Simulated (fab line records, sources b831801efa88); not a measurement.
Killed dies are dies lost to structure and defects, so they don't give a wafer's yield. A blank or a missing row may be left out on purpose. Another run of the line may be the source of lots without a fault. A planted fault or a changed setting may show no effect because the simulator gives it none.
Problem report, 8D (eight disciplines) form, completed by code || flow sky130 || the parts of the form that need people (team, actions taken, sign-off) are left out

1. THE PROBLEM
At SKY_METAL2_SOFTBAKE_11, heaterPowerTotalW averages 58.23 W over 6 wafers from 2 lots, while fault-free wafers read 57.34 W, standard deviation 0.11. Measured from the usual mean, that is +8.1 standard deviations.
The step: time 90 s.
Earliest sighting: wafer L947.1 on lithoTrack-03 at day 36 14:00. The record holds 36 wafers of 12 lots with a number at this step. Rule for "out", or "out of limits": more than 4 standard deviations from the usual mean. The rest of the wafers with a number are treated as sound.

2. WHAT IT IS AND WHAT IT IS NOT
{"question": "which readings at this step", "is": "heaterPowerTotalW, plateTempC", "is not": "-"}
{"question": "which lots", "is": "L947, L950", "is not": "L944, L956, L958, L959, L960, L961, L962, L963, L965, L966"}
{"question": "which wafers of those lots", "is": "all that have a number", "is not": "-"}
{"question": "read on which tools", "is": "lithoTrack-03", "is not": "lithoTrack-01, lithoTrack-02"}
{"question": "when", "is": "from day 36 14:00", "is not": "up to then (3 sound wafers); but 27 sound wafers of L956, L958, L959, L960, L961, L962, L963, L965, L966 came after"}

3. SUSPECTS, AND WHAT RULES EACH OUT
Counting: a tool at any process step up to the reading remains a suspect when it ran all the lots that are out and ran no sound lot after the first of those.
- lithoTrack-03 at SKY_METAL2_SOFTBAKE_11 (time 90 s): ruled out as a lasting fault. After its first lot that is out, L947 (day 36 14:00), sound lots L960, L961, L965, L966 ran on it.
Left after counting: nothing in the record.

4. THE CAUSE (what the simulator had put in)
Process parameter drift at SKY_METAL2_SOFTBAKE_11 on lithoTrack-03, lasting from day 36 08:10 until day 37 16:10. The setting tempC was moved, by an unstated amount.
Counting ruled it out, wrongly.

5. THE CHAIN OF EFFECTS, in route order
One row per reading whose mean, taken over the struck wafers that have a number, lies over 3 standard deviations from the usual. Only readings whose record carries a usual standard deviation are examined. hours: median over the lots of the time between each lot's start at the first step of this table that gives one and its start at this step. sigmas: the change, counted in usual standard deviations.
{"hours": 0, "step": "SKY_METAL2_SOFTBAKE_11", "reading": "heaterPowerTotalW", "usual": "57.34 W", "on struck wafers": 58.23, "change": "+0.89", "sigmas": "+8.1"}
{"hours": 0, "step": "SKY_METAL2_SOFTBAKE_11", "reading": "plateTempC", "usual": "100.03 C", "on struck wafers": 101.07, "change": "+1.04", "sigmas": "+8.6"}
Process steps it contains:
- SKY_METAL2_SOFTBAKE_11: time 90 s.

6. WHAT WOULD HAVE CAUGHT IT SOONER
In this record no reading fell out of limits until day 36 14:00, 6 hours after the fault had begun at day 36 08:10.
